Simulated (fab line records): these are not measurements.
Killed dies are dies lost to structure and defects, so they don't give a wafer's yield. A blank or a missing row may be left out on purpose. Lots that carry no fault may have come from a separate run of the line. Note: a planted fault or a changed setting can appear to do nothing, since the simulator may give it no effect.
fab line records	flow sky130
record: lots: 12	wafers: 36	last-day: 50
route steps=708 shown SONOS_ONO@181 SD_N@346 RES_XHIGH@360 PAD_OPEN@708
lots that met no fault: from a run of the same line without faults
start-h: the number of hours between the record's first day and the start of the first shown wafer of the lot	wait-h: time in hours since the lot's previous step	" repeats the value in the row above	L1.1+2: a row that stands for several wafers	- value missing, or start not given	* or withheld: withheld	< > ~ a bound
route shown NAME@n: a module of which the file shows steps, and the number in the route of the first	usual: the fault-free wafers' mean and standard deviation	same: alike in all rows	chamber/n: place in a boat	sites: each site's reading	_std_site: the standard deviation of these	_edge_site: mean of outer sites minus mean of inner sites	radius-mm: for every site, how far away it sits from the centre of the wafer	mask NAME#n: copy n	behind: the most recent tool/chamber to have shaped the wafer	hold: cause of the lot's hold/its duration in hours/its outcome	device: the transistor (n, p or np) that didn't switch	end of line: at the end of the route, the tests of the same wafers	where a step has no rows: the recipe by itself	killed: count of dies lost to structure and defects at first sort (not the wafer's yield)	map: the dies of a wafer, with x for killed, . for not killed, _ for no die there
set.NAME: the run value of the setting; set.NAME@STEP: its run value at that earlier step	model.NAME: the simulator's own value behind a step, which no gauge read
one table for each step of the route and one row for each wafer, over a sample of lots
services: a tool's chamber out of use, with start hour (start-h, from the record's first day; less than 0 if before it), hours out, and reason
== steps ==
step: SKY_SONOS_ONO_CD_MEAS_13
recipe: target-cd-nm: 410
usual: cd-nm: 409.3/2.1
lot.wafer	tool	chamber	start-h	wait-h	cd-nm
L526.2	cd-sem-02	-	276.41	0.1	406.6
L526.3	"	-	"	"	405.2
L526.4	"	-	"	"	405.9
L527.2	cd-sem-01	-	288.04	0.1	410.3
L527.3	"	-	"	"	408.2
L527.5	"	-	"	"	409.5
L528.1	cd-sem-02	-	291.23	0.1	408.2
L528.2	"	-	"	"	409.4
L528.6	"	-	"	"	407.0
L529.2	cd-sem-01	-	302.50	0.1	407.4
L529.4	"	-	"	"	407.1
L529.6	"	-	"	"	408.4
L530.1	cd-sem-02	-	313.54	0.1	408.7
L530.5	"	-	"	"	412.3
L530.6	"	-	"	"	410.9
L535.2	cd-sem-02	-	356.49	0.1	405.9
L535.4	"	-	"	"	407.5
L535.5	"	-	"	"	407.3
L538.1	cd-sem-01	-	385.53	0.1	409.6
L538.4	"	-	"	"	410.0
L538.5	"	-	"	"	410.0
L539.4	cd-sem-01	-	391.89	0.1	410.8
L539.5	"	-	"	"	411.0
L539.6	"	-	"	"	410.7
L540.4	cd-sem-02	-	397.53	0.1	404.6
L540.5	"	-	"	"	406.0
L540.6	"	-	"	"	407.5
L542.1	cd-sem-01	-	416.47	0.1	406.9
L542.5	"	-	"	"	406.9
L542.6	"	-	"	"	408.5
L544.4	cd-sem-01	-	431.04	0.1	409.3
L544.5	"	-	"	"	409.4
L544.6	"	-	"	"	408.8
L548.2	cd-sem-02	-	467.99	0.1	409.1
L548.3	"	-	"	"	410.4
L548.4	"	-	"	"	409.8
step: SKY_SD_N_EXPOSE_04
recipe: mask-id: NSDM	na: 0.6	source-shape: conventional	sigma-outer: 0.6	polarization: unpolarized	target-cd-nm: 380	dose-mj: 141
usual: exposure-dose-mJ-cm2: 140.87/0.13	reticle-temp-C: 23.02/0.12
lot.wafer	tool	chamber	start-h	wait-h	mask	exposure-dose-mJ-cm2	reticle-temp-C
L526.2	iline-stepper-01	0	626.42	-	NSDM#0	140.92	23.15
L526.3	"	0	"	"	NSDM#0	140.97	23.14
L526.4	"	0	"	"	NSDM#0	141.08	23.12
L527.2	iline-stepper-02	0	637.06	-	NSDM#0	140.92	22.91
L527.3	"	0	"	"	NSDM#0	140.92	22.82
L527.5	"	0	"	"	NSDM#0	140.77	22.68
L528.1	iline-stepper-02	0	643.59	-	NSDM#0	140.83	22.84
L528.2	"	0	"	"	NSDM#0	140.71	22.87
L528.6	"	0	"	"	NSDM#0	140.84	22.84
L529.2	iline-stepper-01	0	657.53	-	NSDM#0	140.87	23.15
L529.4	"	0	"	"	NSDM#0	140.74	23.14
L529.6	"	0	"	"	NSDM#0	140.89	23.06
L530.1	iline-stepper-01	0	669.93	-	NSDM#0	140.71	23.27
L530.5	"	0	"	"	NSDM#0	140.70	23.28
L530.6	"	0	"	"	NSDM#0	140.88	23.08
L535.2	iline-stepper-01	0	720.31	-	NSDM#0	141.07	22.93
L535.4	"	0	"	"	NSDM#0	140.97	22.91
L535.5	"	0	"	"	NSDM#0	141.11	22.93
L538.1	iline-stepper-02	0	737.10	-	NSDM#0	140.71	22.86
L538.4	"	0	"	"	NSDM#0	140.88	23.00
L538.5	"	0	"	"	NSDM#0	140.89	23.09
L539.4	iline-stepper-01	0	745.20	-	NSDM#0	141.00	23.12
L539.5	"	0	"	"	NSDM#0	141.04	22.94
L539.6	"	0	"	"	NSDM#0	140.76	22.91
L540.4	iline-stepper-02	0	753.95	-	NSDM#0	140.84	22.93
L540.5	"	0	"	"	NSDM#0	140.78	23.01
L540.6	"	0	"	"	NSDM#0	140.92	23.01
L542.1	iline-stepper-01	0	764.71	-	NSDM#0	140.93	22.95
L542.5	"	0	"	"	NSDM#0	141.07	23.10
L542.6	"	0	"	"	NSDM#0	140.89	22.95
L544.4	iline-stepper-01	0	783.55	-	NSDM#0	141.09	23.00
L544.5	"	0	"	"	NSDM#0	140.94	22.98
L544.6	"	0	"	"	NSDM#0	140.71	23.06
L548.2	iline-stepper-01	0	811.52	-	NSDM#0	140.87	22.91
L548.3	"	0	"	"	NSDM#0	140.80	23.00
L548.4	"	0	"	"	NSDM#0	140.85	22.94
step: SKY_SD_N_CD_MEAS_07
recipe: target-cd-nm: 380
usual: cd-nm: 379.8/2.2
lot.wafer	tool	chamber	start-h	wait-h	cd-nm
L526.2	cd-sem-02	-	640.99	0.1	380.5
L526.3	"	-	"	"	380.5
L526.4	"	-	"	"	377.6
L527.2	cd-sem-02	-	651.54	0.1	381.7
L527.3	"	-	"	"	381.6
L527.5	"	-	"	"	381.3
L528.1	cd-sem-01	-	658.29	0.1	378.2
L528.2	"	-	"	"	378.3
L528.6	"	-	"	"	377.6
L529.2	cd-sem-02	-	671.36	0.1	381.9
L529.4	"	-	"	"	379.7
L529.6	"	-	"	"	380.5
L530.1	cd-sem-02	-	683.94	0.1	379.4
L530.5	"	-	"	"	382.0
L530.6	"	-	"	"	378.4
L535.2	cd-sem-01	-	734.15	0.1	377.8
L535.4	"	-	"	"	378.4
L535.5	"	-	"	"	378.9
L538.1	cd-sem-01	-	750.83	0.1	377.0
L538.4	"	-	"	"	378.3
L538.5	"	-	"	"	380.3
L539.4	cd-sem-02	-	759.44	0.1	379.6
L539.5	"	-	"	"	378.5
L539.6	"	-	"	"	377.8
L540.4	cd-sem-01	-	767.39	0.1	378.6
L540.5	"	-	"	"	380.9
L540.6	"	-	"	"	381.1
L542.1	cd-sem-02	-	776.88	0.1	382.4
L542.5	"	-	"	"	386.0
L542.6	"	-	"	"	385.4
L544.4	cd-sem-01	-	796.30	0.1	380.4
L544.5	"	-	"	"	382.1
L544.6	"	-	"	"	381.0
L548.2	cd-sem-01	-	825.00	0.1	383.1
L548.3	"	-	"	"	381.8
L548.4	"	-	"	"	378.1
step: SKY_SD_N_OVL_MEAS_08
usual: SD_N_OVL: -0.1/1.5
lot.wafer	tool	chamber	start-h	wait-h	SD_N_OVL[nm]
L526.2	overlay-02	-	641.10	0.1	-0.4
L526.3	"	-	"	"	0.6
L526.4	"	-	"	"	-2.6
L527.2	overlay-02	-	651.65	0.1	-0.4
L527.3	"	-	"	"	-2.6
L527.5	"	-	"	"	-2.0
L528.1	overlay-02	-	658.41	0.1	0.6
L528.2	"	-	"	"	-0.6
L528.6	"	-	"	"	0.9
L529.2	overlay-02	-	671.47	0.1	0.6
L529.4	"	-	"	"	1.7
L529.6	"	-	"	"	0.9
L530.1	overlay-01	-	684.06	0.1	1.6
L530.5	"	-	"	"	1.0
L530.6	"	-	"	"	-0.1
L535.2	overlay-02	-	734.26	0.1	2.6
L535.4	"	-	"	"	1.9
L535.5	"	-	"	"	1.1
L538.1	overlay-01	-	750.95	0.1	312.8
L538.4	"	-	"	"	311.3
L538.5	"	-	"	"	311.1
L539.4	overlay-01	-	759.52	0.1	3.1
L539.5	"	-	"	"	3.2
L539.6	"	-	"	"	1.1
L540.4	overlay-01	-	767.47	0.1	309.5
L540.5	"	-	"	"	312.1
L540.6	"	-	"	"	310.9
L542.1	overlay-02	-	777.00	0.1	0.9
L542.5	"	-	"	"	-0.9
L542.6	"	-	"	"	0.2
L544.4	overlay-01	-	796.38	0.1	2.8
L544.5	"	-	"	"	3.0
L544.6	"	-	"	"	2.0
L548.2	overlay-02	-	825.11	0.1	0.1
L548.3	"	-	"	"	-0.2
L548.4	"	-	"	"	0.1
step: SKY_SD_N_RS_MEAS_18
recipe: thk-meas-gauge: four-point-probe
usual: RES_XHIGH_RS: 329.4/1.3
lot.wafer	tool	chamber	start-h	wait-h	RES_XHIGH_RS[ohm/sq]
L526.2	film-metro-03	-	642.07	0.1	329.3
L526.3	"	-	"	"	329.7
L526.4	"	-	"	"	330.6
L527.2	film-metro-03	-	652.62	0.1	329.7
L527.3	"	-	"	"	329.3
L527.5	"	-	"	"	330.0
L528.1	film-metro-02	-	659.37	0.1	328.2
L528.2	"	-	"	"	328.4
L528.6	"	-	"	"	329.5
L529.2	film-metro-03	-	672.44	0.1	328.9
L529.4	"	-	"	"	329.5
L529.6	"	-	"	"	329.0
L530.1	film-metro-01	-	685.02	0.1	334.1
L530.5	"	-	"	"	332.3
L530.6	"	-	"	"	332.4
L535.2	film-metro-03	-	735.23	0.1	330.7
L535.4	"	-	"	"	329.3
L535.5	"	-	"	"	330.0
L538.1	film-metro-03	-	751.91	0.1	329.2
L538.4	"	-	"	"	328.2
L538.5	"	-	"	"	330.3
L539.4	film-metro-01	-	760.52	0.1	329.0
L539.5	"	-	"	"	328.7
L539.6	"	-	"	"	329.0
L540.4	film-metro-01	-	768.47	0.1	327.2
L540.5	"	-	"	"	328.5
L540.6	"	-	"	"	328.4
L542.1	film-metro-02	-	778.01	0.1	328.2
L542.5	"	-	"	"	327.5
L542.6	"	-	"	"	327.8
L544.4	film-metro-01	-	797.38	0.1	329.0
L544.5	"	-	"	"	330.1
L544.6	"	-	"	"	330.3
L548.2	film-metro-03	-	826.13	0.1	330.0
L548.3	"	-	"	"	330.1
L548.4	"	-	"	"	329.4
step: SKY_PAD_OPEN_PROBE_99
usual: killed_at_M0_to_M3: 44/7	killed_at_M4_up: 3.2/2	killed-at-contacts: 25/5.3	killed-at-front-end: 15/4.3	killed-at-other: 0.3/0.54	killed-dies: 86/8.7	killed-on-rim: 17/3.6	killed-open: 47/6.4	killed-short: 39/5.6
same: gross-dies: 492	killed-at-back-side: 0
lot.wafer	tool	chamber	start-h	wait-h	killed_at_M0_to_M3	killed_at_M4_up	killed-at-contacts	killed-at-front-end	killed-at-other	killed-dies	killed-on-rim	killed-open	killed-short
L538.1	prober-01	-	1146.46	0.1	43	0	21	428	0	492	96	39	36
L538.4	prober-01	-	1146.61	0.2	54	4	29	404	1	492	96	56	43
L538.5	prober-01	-	1146.66	0.2	42	1	26	423	0	492	96	43	44
L540.4	prober-01	-	1157.16	0.2	37	0	24	431	0	492	96	45	30
L540.5	prober-01	-	1157.21	0.2	37	2	28	425	0	492	96	49	38
L540.6	prober-01	-	1157.26	0.2	46	4	22	420	0	492	96	43	42
killed by level:class
L538.1 SD_N:overlay=417 VIA1:geometric-particle:open=9 VIA3:geometric-particle:open=8 CONTACT:geometric-particle:short=6 LI_CONTACT:geometric-particle:open=5 METAL1:geometric-particle:short=5 CONTACT:geometric-particle:open=5 VIA2:geometric-particle:open=5
L538.4 SD_N:overlay=393 CONTACT:geometric-particle:open=13 VIA2:geometric-particle:open=11 VIA1:geometric-particle:open=10 METAL2:geometric-particle:short=9 LI_CONTACT:geometric-particle:open=7 CONTACT:geometric-particle:short=7 VIA1:geometric-particle:short=7
L538.5 SD_N:overlay=405 CONTACT:geometric-particle:open=7 CONTACT:geometric-particle:short=7 VIA3:geometric-particle:open=7 METAL2:geometric-particle:short=7 VIA2:geometric-particle:open=7 POLY_GATE:geometric-particle:short=6 LI_CONTACT:geometric-particle:open=6
L540.4 SD_N:overlay=417 VIA1:geometric-particle:open=9 VIA2:geometric-particle:open=8 LI_CONTACT:geometric-particle:open=7 CONTACT:geometric-particle:open=7 FIELD_ISO:geometric-particle:open=5 CONTACT:geometric-particle:short=5 METAL1:geometric-particle:short=4
L540.5 SD_N:overlay=405 CONTACT:geometric-particle:open=9 CONTACT:geometric-particle:short=9 VIA1:geometric-particle:open=9 FIELD_ISO:geometric-particle:open=8 VIA3:geometric-particle:open=6 VIA2:geometric-particle:open=4 SPACER:geometric-particle:short=3
L540.6 SD_N:overlay=407 VIA1:geometric-particle:short=11 VIA3:geometric-particle:open=7 CONTACT:geometric-particle:open=7 VIA1:geometric-particle:open=7 LI_CONTACT:geometric-particle:open=6 VIA2:geometric-particle:open=6 METAL1:geometric-particle:short=5
== services ==
tool	chamber	start-h	hours	kind
iline-stepper-02	-	627.00	4.4	pm
iline-stepper-01	0	654.89	-	calibration
iline-stepper-02	-	721.05	1.7	pm
iline-stepper-01	-	723.64	1.7	pm
iline-stepper-02	0	800.17	-	calibration
== key ==
first-sign: step: SKY_SD_N_OVL_MEAS_08	reading: SD_N_OVL	direction: up	sigmas: 99+	usual: -0.1	struck: 311.3
effect: step: SKY_PAD_OPEN_PROBE_99	reading: killed-at-front-end	direction: up	sigmas: 95	usual: 15	struck: 422
more-kills-born-at: SKY_SD_N_EXPOSE_04@iline-stepper-02: 2444
met-at SKY_SD_N_EXPOSE_04
struck-lots L538,L540
tester-left-out L538,L540
not-acting-at SKY_SONOS_ONO_CD_MEAS_13,SKY_SD_N_CD_MEAS_07,SKY_SD_N_RS_MEAS_18
onset-between 643.59 737.10
fault: kind: scanner-matching-overlay	tool: iline-stepper-02	chamber: -	onset-h: 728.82	steps: SKY_SD_N_EXPOSE_04	offset: 313.04
tester-left-out: of these lots the tester's yield and bins aren't shown, on N5 and GAA mostly nor the transistor test; their killed dies are dies lost to structure and defects alone, not to doping, threshold or leakage, so they don't give the yield
